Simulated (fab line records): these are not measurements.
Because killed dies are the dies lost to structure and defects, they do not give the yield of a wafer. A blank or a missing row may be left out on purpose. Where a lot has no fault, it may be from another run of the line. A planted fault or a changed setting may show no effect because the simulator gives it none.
The tool behind it: which one? || flow sfq line || 13 lots with 39 wafers sampled at 4 steps, on a route of 325 steps

## WHAT THE GAUGES READ, wafer by wafer
No reading from a measuring or inspecting step in the record can be judged against a usual standard deviation.

## WHAT TOOL EACH LOT RAN ON (gives the tool, then ch and the chambers of the sampled wafers, and finally the start)
{"lot": "L868", "SFQ_TRILAYER_I2_DEP_PECVD_063": "pecvd-02 ch 0,1, day 16 18:26", "SFQ_TRILAYER_I3_VIA_LITHO_COAT_085": "litho track-02 ch 0, day 29 21:23", "SFQ_TRILAYER_I4_VIA_STRIP_STRIP_107": "rie metal-03 ch 0,1, day 37 02:49", "SFQ_TRILAYER_M6_BARC_OPEN_METAL_ETCH_206": "rie metal-01 ch 0,1, day 67 12:14"}
{"lot": "L869", "SFQ_TRILAYER_I2_DEP_PECVD_063": "pecvd-04 ch 0,1,2, day 17 01:37", "SFQ_TRILAYER_I3_VIA_LITHO_COAT_085": "litho track-02 ch 0, day 30 07:14", "SFQ_TRILAYER_I4_VIA_STRIP_STRIP_107": "rie metal-03 ch 0,1, day 43 08:10", "SFQ_TRILAYER_M6_BARC_OPEN_METAL_ETCH_206": "rie metal-02 ch 0,1, day 67 15:50"}
{"lot": "L870", "SFQ_TRILAYER_I2_DEP_PECVD_063": "pecvd-01 ch 0,1,2, day 17 08:49", "SFQ_TRILAYER_I3_VIA_LITHO_COAT_085": "litho track-03 ch 0, day 30 20:28", "SFQ_TRILAYER_I4_VIA_STRIP_STRIP_107": "rie metal-02 ch 0,1, day 43 10:34", "SFQ_TRILAYER_M6_BARC_OPEN_METAL_ETCH_206": "rie metal-02 ch 1, day 67 19:26"}
{"lot": "L871", "SFQ_TRILAYER_I2_DEP_PECVD_063": "pecvd-02 ch 0,1, day 17 14:49", "SFQ_TRILAYER_I3_VIA_LITHO_COAT_085": "litho track-02 ch 0, day 31 05:28", "SFQ_TRILAYER_I4_VIA_STRIP_STRIP_107": "rie metal-04 ch 0,1, day 43 11:46", "SFQ_TRILAYER_M6_BARC_OPEN_METAL_ETCH_206": "rie metal-01 ch 0,1, day 68 01:26"}
{"lot": "L872", "SFQ_TRILAYER_I2_DEP_PECVD_063": "pecvd-01 ch 0,2, day 17 23:35", "SFQ_TRILAYER_I3_VIA_LITHO_COAT_085": "litho track-02 ch 0, day 31 12:29", "SFQ_TRILAYER_I4_VIA_STRIP_STRIP_107": "rie metal-02 ch 0,1, day 43 13:10", "SFQ_TRILAYER_M6_BARC_OPEN_METAL_ETCH_206": "rie metal-01 ch 0,1, day 68 05:17"}
{"lot": "L873", "SFQ_TRILAYER_I2_DEP_PECVD_063": "pecvd-01 ch 0,2, day 18 16:36", "SFQ_TRILAYER_I3_VIA_LITHO_COAT_085": "litho track-02 ch 0, day 32 15:39", "SFQ_TRILAYER_I4_VIA_STRIP_STRIP_107": "rie metal-04 ch 0,1, day 45 02:44", "SFQ_TRILAYER_M6_BARC_OPEN_METAL_ETCH_206": "rie metal-01 ch 0,1, day 68 08:51"}
{"lot": "L874", "SFQ_TRILAYER_I2_DEP_PECVD_063": "pecvd-01 ch 0,2, day 19 04:23", "SFQ_TRILAYER_I3_VIA_LITHO_COAT_085": "litho track-02 ch 0, day 33 00:23", "SFQ_TRILAYER_I4_VIA_STRIP_STRIP_107": "rie metal-04 ch 0,1, day 51 06:55", "SFQ_TRILAYER_M6_BARC_OPEN_METAL_ETCH_206": "rie metal-02 ch 0,1, day 68 17:15"}
{"lot": "L875", "SFQ_TRILAYER_I2_DEP_PECVD_063": "pecvd-04 ch 0,1,2, day 19 11:38", "SFQ_TRILAYER_I3_VIA_LITHO_COAT_085": "litho track-02 ch 0, day 33 18:48", "SFQ_TRILAYER_I4_VIA_STRIP_STRIP_107": "rie metal-02 ch 0,1, day 52 09:15", "SFQ_TRILAYER_M6_BARC_OPEN_METAL_ETCH_206": "rie metal-02 ch 0,1, day 70 20:49"}
{"lot": "L876", "SFQ_TRILAYER_I2_DEP_PECVD_063": "pecvd-04 ch 1,2, day 19 19:59", "SFQ_TRILAYER_I3_VIA_LITHO_COAT_085": "litho track-04 ch 0, day 34 09:42", "SFQ_TRILAYER_I4_VIA_STRIP_STRIP_107": "rie metal-03 ch 0,1, day 52 16:15", "SFQ_TRILAYER_M6_BARC_OPEN_METAL_ETCH_206": "rie metal-02 ch 0,1, day 71 04:00"}
{"lot": "L881", "SFQ_TRILAYER_I2_DEP_PECVD_063": "pecvd-02 ch 0,1,2, day 22 10:05", "SFQ_TRILAYER_I3_VIA_LITHO_COAT_085": "litho track-04 ch 0, day 35 21:08", "SFQ_TRILAYER_I4_VIA_STRIP_STRIP_107": "rie metal-02 ch 0,1, day 54 07:54", "SFQ_TRILAYER_M6_BARC_OPEN_METAL_ETCH_206": "rie metal-02 ch 0, day 77 02:35"}
{"lot": "L884", "SFQ_TRILAYER_I2_DEP_PECVD_063": "pecvd-02 ch 0,1,2, day 24 03:12", "SFQ_TRILAYER_I3_VIA_LITHO_COAT_085": "litho track-04 ch 0, day 36 20:10", "SFQ_TRILAYER_I4_VIA_STRIP_STRIP_107": "rie metal-02 ch 0,1, day 55 12:37", "SFQ_TRILAYER_M6_BARC_OPEN_METAL_ETCH_206": "rie metal-03 ch 1, day 78 02:50"}
{"lot": "L885", "SFQ_TRILAYER_I2_DEP_PECVD_063": "pecvd-04 ch 0,1,2, day 24 16:25", "SFQ_TRILAYER_I3_VIA_LITHO_COAT_085": "litho track-03 ch 0, day 37 09:17", "SFQ_TRILAYER_I4_VIA_STRIP_STRIP_107": "rie metal-02 ch 0,1, day 56 15:01", "SFQ_TRILAYER_M6_BARC_OPEN_METAL_ETCH_206": "rie metal-02 ch 0,1, day 79 06:08"}
{"lot": "L890", "SFQ_TRILAYER_I2_DEP_PECVD_063": "pecvd-02 ch 0,1,2, day 26 11:36", "SFQ_TRILAYER_I3_VIA_LITHO_COAT_085": "litho track-02 ch 0, day 39 00:41", "SFQ_TRILAYER_I4_VIA_STRIP_STRIP_107": "rie metal-02 ch 0,1, day 58 03:45", "SFQ_TRILAYER_M6_BARC_OPEN_METAL_ETCH_206": "rie metal-01 ch 0,1, day 80 14:59"}
- SFQ_TRILAYER_I2_DEP_PECVD_063: deposits SiO2 from SiH4/N2O, time 111.11 s, target thk 500 nm.
- SFQ_TRILAYER_I3_VIA_LITHO_COAT_085: resist thk 650 nm.
- SFQ_TRILAYER_I4_VIA_STRIP_STRIP_107: strips in O2.
- SFQ_TRILAYER_M6_BARC_OPEN_METAL_ETCH_206: etches BARC in O2, target depth 125 nm, time 41.7 s.

## AS READ BY THE TOOLS THEMSELVES (means over the sampled wafers that have a number; for cases with no such wafer, the mark the record gives instead)
SFQ_TRILAYER_I2_DEP_PECVD_063. Usual: heater power w 90 W, standard deviation 10; throttle valve pct 24.9 %, standard deviation 1.6.
{"lot": "L868", "tool": "pecvd-02", "heater power w (W)": 91, "throttle valve pct (%)": 24.9, "flag": ""}
{"lot": "L869", "tool": "pecvd-04", "heater power w (W)": 93, "throttle valve pct (%)": 26.1, "flag": ""}
{"lot": "L870", "tool": "pecvd-01", "heater power w (W)": 87, "throttle valve pct (%)": 22.9, "flag": ""}
{"lot": "L871", "tool": "pecvd-02", "heater power w (W)": 96, "throttle valve pct (%)": 25.0, "flag": ""}
{"lot": "L872", "tool": "pecvd-01", "heater power w (W)": 81, "throttle valve pct (%)": 22.9, "flag": ""}
{"lot": "L873", "tool": "pecvd-01", "heater power w (W)": 84, "throttle valve pct (%)": 22.8, "flag": ""}
{"lot": "L874", "tool": "pecvd-01", "heater power w (W)": 91, "throttle valve pct (%)": 22.8, "flag": ""}
{"lot": "L875", "tool": "pecvd-04", "heater power w (W)": 100, "throttle valve pct (%)": 26.3, "flag": ""}
{"lot": "L876", "tool": "pecvd-04", "heater power w (W)": 99, "throttle valve pct (%)": 26.4, "flag": ""}
{"lot": "L881", "tool": "pecvd-02", "heater power w (W)": 94, "throttle valve pct (%)": 25.8, "flag": ""}
{"lot": "L884", "tool": "pecvd-02", "heater power w (W)": 92, "throttle valve pct (%)": 25.8, "flag": ""}
{"lot": "L885", "tool": "pecvd-04", "heater power w (W)": 92, "throttle valve pct (%)": 26.4, "flag": ""}
{"lot": "L890", "tool": "pecvd-02", "heater power w (W)": 91, "throttle valve pct (%)": 23.6, "flag": ""}

SFQ_TRILAYER_I3_VIA_LITHO_COAT_085. Usual: 3000.2 rpm for spin speed rpm, sd 2.
{"lot": "L868", "tool": "litho track-02", "spin speed rpm (rpm)": 3002.9, "flag": ""}
{"lot": "L869", "tool": "litho track-02", "spin speed rpm (rpm)": 2999.8, "flag": ""}
{"lot": "L870", "tool": "litho track-03", "spin speed rpm (rpm)": 2997.4, "flag": ""}
{"lot": "L871", "tool": "litho track-02", "spin speed rpm (rpm)": 3000.6, "flag": ""}
{"lot": "L872", "tool": "litho track-02", "spin speed rpm (rpm)": 3001.3, "flag": ""}
{"lot": "L873", "tool": "litho track-02", "spin speed rpm (rpm)": 2999.9, "flag": ""}
{"lot": "L874", "tool": "litho track-02", "spin speed rpm (rpm)": 2999.0, "flag": ""}
{"lot": "L875", "tool": "litho track-02", "spin speed rpm (rpm)": 2999.9, "flag": ""}
{"lot": "L876", "tool": "litho track-04", "spin speed rpm (rpm)": 3001.5, "flag": ""}
{"lot": "L881", "tool": "litho track-04", "spin speed rpm (rpm)": 2803.2, "flag": "OFF"}
{"lot": "L884", "tool": "litho track-04", "spin speed rpm (rpm)": 2805.3, "flag": "OFF"}
{"lot": "L885", "tool": "litho track-03", "spin speed rpm (rpm)": 2998.6, "flag": ""}
{"lot": "L890", "tool": "litho track-02", "spin speed rpm (rpm)": 3000.5, "flag": ""}

SFQ_TRILAYER_I4_VIA_STRIP_STRIP_107. Usual: chamber pressure mTorr 50.00 mTorr, standard deviation 0.045; drypump motor current A 5.52 A, standard deviation 0.28; he backside leak sccm 3.53 sccm, standard deviation 0.23; oes product au 1.001 a.u., standard deviation 0.0078.
{"lot": "L868", "tool": "rie metal-03", "chamber pressure mTorr (mTorr)": 50.00, "drypump motor current A (A)": 5.38, "he backside leak sccm (sccm)": 3.40, "oes product au (a.u.)": 1.013, "flag": ""}
{"lot": "L869", "tool": "rie metal-03", "chamber pressure mTorr (mTorr)": 50.03, "drypump motor current A (A)": 5.38, "he backside leak sccm (sccm)": 3.47, "oes product au (a.u.)": 1.009, "flag": ""}
{"lot": "L870", "tool": "rie metal-02", "chamber pressure mTorr (mTorr)": 50.00, "drypump motor current A (A)": 5.62, "he backside leak sccm (sccm)": 3.34, "oes product au (a.u.)": 1.001, "flag": ""}
{"lot": "L871", "tool": "rie metal-04", "chamber pressure mTorr (mTorr)": 50.04, "drypump motor current A (A)": 5.59, "he backside leak sccm (sccm)": 3.54, "oes product au (a.u.)": 0.994, "flag": ""}
{"lot": "L872", "tool": "rie metal-02", "chamber pressure mTorr (mTorr)": 49.97, "drypump motor current A (A)": 5.42, "he backside leak sccm (sccm)": 3.45, "oes product au (a.u.)": 1.003, "flag": ""}
{"lot": "L873", "tool": "rie metal-04", "chamber pressure mTorr (mTorr)": 49.97, "drypump motor current A (A)": 5.58, "he backside leak sccm (sccm)": 3.99, "oes product au (a.u.)": 1.000, "flag": ""}
{"lot": "L874", "tool": "rie metal-04", "chamber pressure mTorr (mTorr)": 49.95, "drypump motor current A (A)": 5.57, "he backside leak sccm (sccm)": 3.36, "oes product au (a.u.)": 1.000, "flag": ""}
{"lot": "L875", "tool": "rie metal-02", "chamber pressure mTorr (mTorr)": 50.02, "drypump motor current A (A)": 5.41, "he backside leak sccm (sccm)": 3.60, "oes product au (a.u.)": 0.999, "flag": ""}
{"lot": "L876", "tool": "rie metal-03", "chamber pressure mTorr (mTorr)": 50.05, "drypump motor current A (A)": 5.36, "he backside leak sccm (sccm)": 3.43, "oes product au (a.u.)": 1.007, "flag": ""}
{"lot": "L881", "tool": "rie metal-02", "chamber pressure mTorr (mTorr)": 50.01, "drypump motor current A (A)": 5.40, "he backside leak sccm (sccm)": 3.65, "oes product au (a.u.)": 0.994, "flag": ""}
{"lot": "L884", "tool": "rie metal-02", "chamber pressure mTorr (mTorr)": 49.97, "drypump motor current A (A)": 5.63, "he backside leak sccm (sccm)": 3.51, "oes product au (a.u.)": 0.998, "flag": ""}
{"lot": "L885", "tool": "rie metal-02", "chamber pressure mTorr (mTorr)": 49.99, "drypump motor current A (A)": 5.62, "he backside leak sccm (sccm)": 3.55, "oes product au (a.u.)": 1.005, "flag": ""}
{"lot": "L890", "tool": "rie metal-02", "chamber pressure mTorr (mTorr)": 49.99, "drypump motor current A (A)": 5.61, "he backside leak sccm (sccm)": 3.51, "oes product au (a.u.)": 0.995, "flag": ""}

SFQ_TRILAYER_M6_BARC_OPEN_METAL_ETCH_206. Usual: chamber pressure mTorr 10.000 mTorr, standard deviation 0.008; drypump motor current A 5.49 A, standard deviation 0.27; he backside leak sccm 3.5 sccm, standard deviation 0.49; oes product au 0.685 a.u., standard deviation 0.0049.
{"lot": "L868", "tool": "rie metal-01", "chamber pressure mTorr (mTorr)": 10.002, "drypump motor current A (A)": 5.54, "he backside leak sccm (sccm)": 3.6, "oes product au (a.u.)": 0.682, "flag": ""}
{"lot": "L869", "tool": "rie metal-02", "chamber pressure mTorr (mTorr)": 9.994, "drypump motor current A (A)": 5.63, "he backside leak sccm (sccm)": 3.5, "oes product au (a.u.)": 0.679, "flag": ""}
{"lot": "L870", "tool": "rie metal-02", "chamber pressure mTorr (mTorr)": 10.002, "drypump motor current A (A)": 5.83, "he backside leak sccm (sccm)": 3.3, "oes product au (a.u.)": 0.683, "flag": ""}
{"lot": "L871", "tool": "rie metal-01", "chamber pressure mTorr (mTorr)": 10.001, "drypump motor current A (A)": 5.51, "he backside leak sccm (sccm)": 3.4, "oes product au (a.u.)": 0.685, "flag": ""}
{"lot": "L872", "tool": "rie metal-01", "chamber pressure mTorr (mTorr)": 9.997, "drypump motor current A (A)": 5.46, "he backside leak sccm (sccm)": 3.4, "oes product au (a.u.)": 0.684, "flag": ""}
{"lot": "L873", "tool": "rie metal-01", "chamber pressure mTorr (mTorr)": 10.007, "drypump motor current A (A)": 5.45, "he backside leak sccm (sccm)": 3.6, "oes product au (a.u.)": 0.688, "flag": ""}
{"lot": "L874", "tool": "rie metal-02", "chamber pressure mTorr (mTorr)": 10.000, "drypump motor current A (A)": 5.42, "he backside leak sccm (sccm)": 3.7, "oes product au (a.u.)": 0.679, "flag": ""}
{"lot": "L875", "tool": "rie metal-02", "chamber pressure mTorr (mTorr)": 9.994, "drypump motor current A (A)": 5.41, "he backside leak sccm (sccm)": 3.7, "oes product au (a.u.)": 0.689, "flag": ""}
{"lot": "L876", "tool": "rie metal-02", "chamber pressure mTorr (mTorr)": 10.004, "drypump motor current A (A)": 5.41, "he backside leak sccm (sccm)": 3.9, "oes product au (a.u.)": 0.683, "flag": ""}
{"lot": "L881", "tool": "rie metal-02", "chamber pressure mTorr (mTorr)": 9.995, "drypump motor current A (A)": 5.21, "he backside leak sccm (sccm)": 3.0, "oes product au (a.u.)": 0.691, "flag": ""}
{"lot": "L884", "tool": "rie metal-03", "chamber pressure mTorr (mTorr)": 10.008, "drypump motor current A (A)": 5.80, "he backside leak sccm (sccm)": 3.4, "oes product au (a.u.)": 0.686, "flag": ""}
{"lot": "L885", "tool": "rie metal-02", "chamber pressure mTorr (mTorr)": 9.994, "drypump motor current A (A)": 5.41, "he backside leak sccm (sccm)": 3.2, "oes product au (a.u.)": 0.684, "flag": ""}
{"lot": "L890", "tool": "rie metal-01", "chamber pressure mTorr (mTorr)": 9.997, "drypump motor current A (A)": 5.55, "he backside leak sccm (sccm)": 3.5, "oes product au (a.u.)": 0.690, "flag": ""}

## THE ANSWER, worked out from the rows above alone
Rule: lot off if the mean of its wafers having a number is beyond 3 standard deviations from the usual mean. A lot without any number at a reading at which 4 lots or more have one is off too. Any other lot the step has rows for is counted as sound. First the gauges in route order, then the tools' own readings, where a lot's mean is used as printed above. At the first step where some lot is off, the reading lying furthest off is the one used; lots without a number count as furthest.
Off: L881, L884 (SFQ_TRILAYER_I3_VIA_LITHO_COAT_085, spin speed rpm).
A tool fits if, at that step or a process step before it, it ran every lot that is off, and no sound lot after the first of them. One candidate fits, namely litho track-04 at SFQ_TRILAYER_I3_VIA_LITHO_COAT_085. A fault onset in the window from L876 (day 34 09:42, its last sound lot) to L881 (day 35 21:08, its first lot off) fits.
On the lots that are off, the tool's own readings at SFQ_TRILAYER_I3_VIA_LITHO_COAT_085 differ by more than 5 times the standard deviation of the sound lots' means, which bears it out; spin speed rpm reads 2804.2 rpm there versus 3000.1 rpm on the sound lots.

## WHAT THE SIMULATOR HAD INSERTED
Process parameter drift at SFQ_TRILAYER_I3_VIA_LITHO_COAT_085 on litho track-04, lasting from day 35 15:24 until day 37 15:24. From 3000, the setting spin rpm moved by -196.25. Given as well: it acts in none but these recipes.
Lots struck among those shown: L881, L884. The rule above reached the same finding.
